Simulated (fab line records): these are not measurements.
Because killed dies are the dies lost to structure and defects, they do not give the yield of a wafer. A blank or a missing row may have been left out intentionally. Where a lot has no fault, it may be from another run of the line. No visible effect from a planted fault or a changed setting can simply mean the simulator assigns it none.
Which of the tools did it? / flow sky130 / Sampling: 12 lots, 36 wafers, 5 of 708 route steps

== WHAT THE GAUGES SHOWED, per wafer ==
SKY_SONOS_TUNNEL_CD_MEAS_07: target cd 410 nm. Usual: cd_nm reads 409.2 nm (standard deviation 1.9).
lot=L297; measured=day 11 07:20; on=cd_sem-02; cd_nm (nm)=405.6 407.5 411.4; flag=
lot=L298; measured=day 11 17:53; on=cd_sem-01; cd_nm (nm)=408.4 407.9 407.8; flag=
lot=L300; measured=day 12 18:55; on=cd_sem-01; cd_nm (nm)=408.1 409.4 408.5; flag=
lot=L303; measured=day 13 11:07; on=cd_sem-01; cd_nm (nm)=408.1 409.4 409.6; flag=
lot=L307; measured=day 14 15:27; on=cd_sem-02; cd_nm (nm)=409.6 408.1 409.1; flag=
lot=L308; measured=day 15 01:49; on=cd_sem-01; cd_nm (nm)=408.7 407.7 410.5; flag=
lot=L314; measured=day 16 23:02; on=cd_sem-02; cd_nm (nm)=408.4 408.1 409.4; flag=
lot=L315; measured=day 17 06:03; on=cd_sem-01; cd_nm (nm)=413.0 411.1 410.9; flag=
lot=L316; measured=day 17 16:03; on=cd_sem-02; cd_nm (nm)=406.0 404.3 406.0; flag=
lot=L317; measured=day 17 21:33; on=cd_sem-01; cd_nm (nm)=412.4 414.2 413.9; flag=
lot=L318; measured=day 18 05:12; on=cd_sem-02; cd_nm (nm)=411.5 411.3 410.1; flag=
lot=L319; measured=day 18 16:03; on=cd_sem-02; cd_nm (nm)=408.7 407.7 407.3; flag=

SKY_GATE_OXIDE_OVL_MEAS_10. Usual: for GATE_OXIDE_OVL the level is 0.4 nm and the standard deviation is 1.6.
lot=L297; measured=day 13 15:50; on=overlay-02; GATE_OXIDE_OVL (nm)=1.8 3.4 1.6; flag=
lot=L298; measured=day 14 02:11; on=overlay-01; GATE_OXIDE_OVL (nm)=3.1 3.2 2.2; flag=
lot=L300; measured=day 15 09:49; on=overlay-01; GATE_OXIDE_OVL (nm)=0.8 -0.5 1.2; flag=
lot=L303; measured=day 16 02:26; on=overlay-02; GATE_OXIDE_OVL (nm)=1.3 2.2 3.0; flag=
lot=L307; measured=day 17 06:23; on=overlay-02; GATE_OXIDE_OVL (nm)=0.1 1.2 1.1; flag=
lot=L308; measured=day 17 20:28; on=overlay-01; GATE_OXIDE_OVL (nm)=1.3 -0.6 0.9; flag=
lot=L314; measured=day 19 23:10; on=overlay-01; GATE_OXIDE_OVL (nm)=2.0 -0.8 0.0; flag=
lot=L315; measured=day 20 04:25; on=overlay-02; GATE_OXIDE_OVL (nm)=1.6 0.8 2.0; flag=
lot=L316; measured=day 20 13:47; on=overlay-01; GATE_OXIDE_OVL (nm)=2.5 0.4 1.3; flag=
lot=L317; measured=day 20 20:31; on=overlay-02; GATE_OXIDE_OVL (nm)=0.4 1.0 0.0; flag=
lot=L318; measured=day 21 02:44; on=overlay-01; GATE_OXIDE_OVL (nm)=0.1 0.7 -1.0; flag=
lot=L319; measured=day 21 15:18; on=overlay-01; GATE_OXIDE_OVL (nm)=-3.1 -1.7 -1.8; flag=

SKY_POLY_GATE_THK_MEAS_04. Usual: for POLY_GATE_CVD_03_THK the level is 74.5 nm and the standard deviation is 0.51.
lot=L297; measured=day 14 23:49; on=film_metro-01; POLY_GATE_CVD_03_THK (nm)=74.6 74.8 74.3; flag=
lot=L298; measured=day 15 10:55; on=film_metro-01; POLY_GATE_CVD_03_THK (nm)=73.6 73.3 73.9; flag=
lot=L300; measured=day 16 20:31; on=film_metro-04; POLY_GATE_CVD_03_THK (nm)=75.6 75.3 74.8; flag=
lot=L303; measured=day 17 13:45; on=film_metro-01; POLY_GATE_CVD_03_THK (nm)=74.1 74.1 74.2; flag=
lot=L307; measured=day 18 20:04; on=film_metro-03; POLY_GATE_CVD_03_THK (nm)=73.9 73.9 74.0; flag=
lot=L308; measured=day 19 07:53; on=film_metro-03; POLY_GATE_CVD_03_THK (nm)=74.1 73.8 74.1; flag=
lot=L314; measured=day 21 12:16; on=film_metro-04; POLY_GATE_CVD_03_THK (nm)=73.8 73.4 74.0; flag=
lot=L315; measured=day 21 17:13; on=film_metro-04; POLY_GATE_CVD_03_THK (nm)=75.1 74.7 75.2; flag=
lot=L316; measured=day 22 02:47; on=film_metro-03; POLY_GATE_CVD_03_THK (nm)=75.1 74.8 74.9; flag=
lot=L317; measured=day 22 09:17; on=film_metro-01; POLY_GATE_CVD_03_THK (nm)=74.9 74.5 75.1; flag=
lot=L318; measured=day 22 14:35; on=film_metro-04; POLY_GATE_CVD_03_THK (nm)=74.6 74.5 75.0; flag=
lot=L319; measured=day 23 02:34; on=film_metro-01; POLY_GATE_CVD_03_THK (nm)=74.6 74.5 74.2; flag=

== WHAT TOOL EACH LOT RAN ON (gives the tool, then ch and the chambers of the sampled wafers, and finally the start) ==
lot=L297; SKY_POLY_GATE_IMPLANT_02=implanter-03 ch 0, day 14 22:00; SKY_RES_PROTECT_STRIP_07=plasma_asher-03 ch 0,1, day 14 22:08
lot=L298; SKY_POLY_GATE_IMPLANT_02=implanter-02 ch 0, day 15 08:10; SKY_RES_PROTECT_STRIP_07=plasma_asher-04 ch 0,1, day 15 08:18
lot=L300; SKY_POLY_GATE_IMPLANT_02=implanter-04 ch 0, day 16 17:11; SKY_RES_PROTECT_STRIP_07=plasma_asher-04 ch 0, day 16 17:19
lot=L303; SKY_POLY_GATE_IMPLANT_02=implanter-03 ch 0, day 17 11:52; SKY_RES_PROTECT_STRIP_07=plasma_asher-04 ch 0,1, day 17 12:00
lot=L307; SKY_POLY_GATE_IMPLANT_02=implanter-02 ch 0, day 18 17:40; SKY_RES_PROTECT_STRIP_07=plasma_asher-03 ch 0,1, day 18 17:49
lot=L308; SKY_POLY_GATE_IMPLANT_02=implanter-02 ch 0, day 19 06:10; SKY_RES_PROTECT_STRIP_07=plasma_asher-02 ch 0, day 19 06:18
lot=L314; SKY_POLY_GATE_IMPLANT_02=implanter-04 ch 0, day 21 10:33; SKY_RES_PROTECT_STRIP_07=plasma_asher-03 ch 0,1, day 21 10:42
lot=L315; SKY_POLY_GATE_IMPLANT_02=implanter-04 ch 0, day 21 15:30; SKY_RES_PROTECT_STRIP_07=plasma_asher-03 ch 0,1, day 21 15:39
lot=L316; SKY_POLY_GATE_IMPLANT_02=implanter-04 ch 0, day 22 01:04; SKY_RES_PROTECT_STRIP_07=plasma_asher-03 ch 0,1, day 22 01:12
lot=L317; SKY_POLY_GATE_IMPLANT_02=implanter-03 ch 0, day 22 07:34; SKY_RES_PROTECT_STRIP_07=plasma_asher-03 ch 0,1, day 22 07:42
lot=L318; SKY_POLY_GATE_IMPLANT_02=implanter-03 ch 0, day 22 12:53; SKY_RES_PROTECT_STRIP_07=plasma_asher-02 ch 0,1, day 22 13:01
lot=L319; SKY_POLY_GATE_IMPLANT_02=implanter-03 ch 0, day 23 00:51; SKY_RES_PROTECT_STRIP_07=plasma_asher-04 ch 0,1, day 23 01:00
- SKY_POLY_GATE_IMPLANT_02
- SKY_RES_PROTECT_STRIP_07: strips in O2/N2.

== WHAT THE TOOLS THEMSELVES READ (means of the sampled wafers that have a number; where no wafer has one, the mark that the record gives instead) ==
SKY_POLY_GATE_IMPLANT_02. Usual: beam_energy_keV 29.998, standard deviation 0.0097; beam_on_s 36.4 s, standard deviation 1.7; dose_ions_cm2 7.699e+15, standard deviation 7.9e+12; tilt_deg -0.002 degrees, standard deviation 0.017.
lot=L297; tool=implanter-03; beam_energy_keV=30.002; beam_on_s (s)=39.1; dose_ions_cm2=7.699e+15; tilt_deg (degrees)=-0.003; flag=
lot=L298; tool=implanter-02; beam_energy_keV=29.993; beam_on_s (s)=34.5; dose_ions_cm2=7.702e+15; tilt_deg (degrees)=-0.021; flag=
lot=L300; tool=implanter-04; beam_energy_keV=29.988; beam_on_s (s)=35.1; dose_ions_cm2=7.701e+15; tilt_deg (degrees)=0.004; flag=
lot=L303; tool=implanter-03; beam_energy_keV=30.007; beam_on_s (s)=38.3; dose_ions_cm2=7.696e+15; tilt_deg (degrees)=0.006; flag=
lot=L307; tool=implanter-02; beam_energy_keV=30.000; beam_on_s (s)=54.6; dose_ions_cm2=1.181e+16; tilt_deg (degrees)=-0.004; flag=OFF
lot=L308; tool=implanter-02; beam_energy_keV=29.993; beam_on_s (s)=54.6; dose_ions_cm2=1.181e+16; tilt_deg (degrees)=0.016; flag=OFF
lot=L314; tool=implanter-04; beam_energy_keV=30.004; beam_on_s (s)=35.1; dose_ions_cm2=7.694e+15; tilt_deg (degrees)=-0.016; flag=
lot=L315; tool=implanter-04; beam_energy_keV=29.993; beam_on_s (s)=34.3; dose_ions_cm2=7.693e+15; tilt_deg (degrees)=-0.008; flag=
lot=L316; tool=implanter-04; beam_energy_keV=29.994; beam_on_s (s)=35.5; dose_ions_cm2=7.701e+15; tilt_deg (degrees)=0.000; flag=
lot=L317; tool=implanter-03; beam_energy_keV=29.989; beam_on_s (s)=38.4; dose_ions_cm2=7.716e+15; tilt_deg (degrees)=-0.003; flag=
lot=L318; tool=implanter-03; beam_energy_keV=29.997; beam_on_s (s)=38.9; dose_ions_cm2=7.703e+15; tilt_deg (degrees)=-0.007; flag=
lot=L319; tool=implanter-03; beam_energy_keV=30.005; beam_on_s (s)=38.9; dose_ions_cm2=7.688e+15; tilt_deg (degrees)=-0.012; flag=

SKY_RES_PROTECT_STRIP_07. Usual: drypump_motor_current_A 5.54 A, standard deviation 0.27; oes_product_au 0.518 a.u., standard deviation 0.0048; strip_time_to_endpoint_s 23.30 s, standard deviation 0.051.
lot=L297; tool=plasma_asher-03; drypump_motor_current_A (A)=5.63; oes_product_au (a.u.)=0.516; strip_time_to_endpoint_s (s)=23.26; flag=
lot=L298; tool=plasma_asher-04; drypump_motor_current_A (A)=5.28; oes_product_au (a.u.)=0.517; strip_time_to_endpoint_s (s)=23.32; flag=
lot=L300; tool=plasma_asher-04; drypump_motor_current_A (A)=5.11; oes_product_au (a.u.)=0.517; strip_time_to_endpoint_s (s)=23.41; flag=
lot=L303; tool=plasma_asher-04; drypump_motor_current_A (A)=5.28; oes_product_au (a.u.)=0.518; strip_time_to_endpoint_s (s)=23.24; flag=
lot=L307; tool=plasma_asher-03; drypump_motor_current_A (A)=5.64; oes_product_au (a.u.)=0.501; strip_time_to_endpoint_s (s)=24.94; flag=OFF
lot=L308; tool=plasma_asher-02; drypump_motor_current_A (A)=6.02; oes_product_au (a.u.)=0.498; strip_time_to_endpoint_s (s)=24.85; flag=OFF
lot=L314; tool=plasma_asher-03; drypump_motor_current_A (A)=5.62; oes_product_au (a.u.)=0.518; strip_time_to_endpoint_s (s)=23.29; flag=
lot=L315; tool=plasma_asher-03; drypump_motor_current_A (A)=5.67; oes_product_au (a.u.)=0.519; strip_time_to_endpoint_s (s)=23.28; flag=
lot=L316; tool=plasma_asher-03; drypump_motor_current_A (A)=5.68; oes_product_au (a.u.)=0.517; strip_time_to_endpoint_s (s)=23.30; flag=
lot=L317; tool=plasma_asher-03; drypump_motor_current_A (A)=5.66; oes_product_au (a.u.)=0.517; strip_time_to_endpoint_s (s)=23.25; flag=
lot=L318; tool=plasma_asher-02; drypump_motor_current_A (A)=5.60; oes_product_au (a.u.)=0.517; strip_time_to_endpoint_s (s)=23.33; flag=
lot=L319; tool=plasma_asher-04; drypump_motor_current_A (A)=5.20; oes_product_au (a.u.)=0.514; strip_time_to_endpoint_s (s)=23.30; flag=

== THE ANSWER, worked out from the rows above alone ==
Rule: lot off if the mean of its wafers having a number is beyond 3 standard deviations from the usual mean. A lot without any number at a reading at which 4 lots or more have one is off too. The other lots that the step has rows for count as sound. Order of review: gauges by route order, followed by the tools' own readings, for which a lot's mean as printed above is used. The first step at which some lot is off is used, and at that step the reading that is off furthest; a lot without a number counts as furthest.
Off: L307, L308 (SKY_POLY_GATE_IMPLANT_02, dose_ions_cm2).
If a tool, at that step or one of the process steps before it, ran each lot that is off and ran no sound lot following the first of them, it fits. One fits: implanter-02 at SKY_POLY_GATE_IMPLANT_02. Its last sound lot is L298 (day 15 08:10), its first lot that is off L307 (day 18 17:40): a fault that began between those two fits.
The tool's own readings at SKY_POLY_GATE_IMPLANT_02 bear it out: on the lots that are off they differ by more than 5 times the standard deviation of the sound lots' means. beam_on_s reads 54.6 s there against 36.8 s on the sound lots; dose_ions_cm2 reads 1.181e+16 there against 7.699e+15 on the sound lots.

== WHAT THE SIMULATOR PUT IN ==
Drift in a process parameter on implanter-02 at SKY_POLY_GATE_IMPLANT_02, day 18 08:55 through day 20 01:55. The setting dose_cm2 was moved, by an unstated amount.
Struck lots among those shown: L307, L308. The rule above found the same.
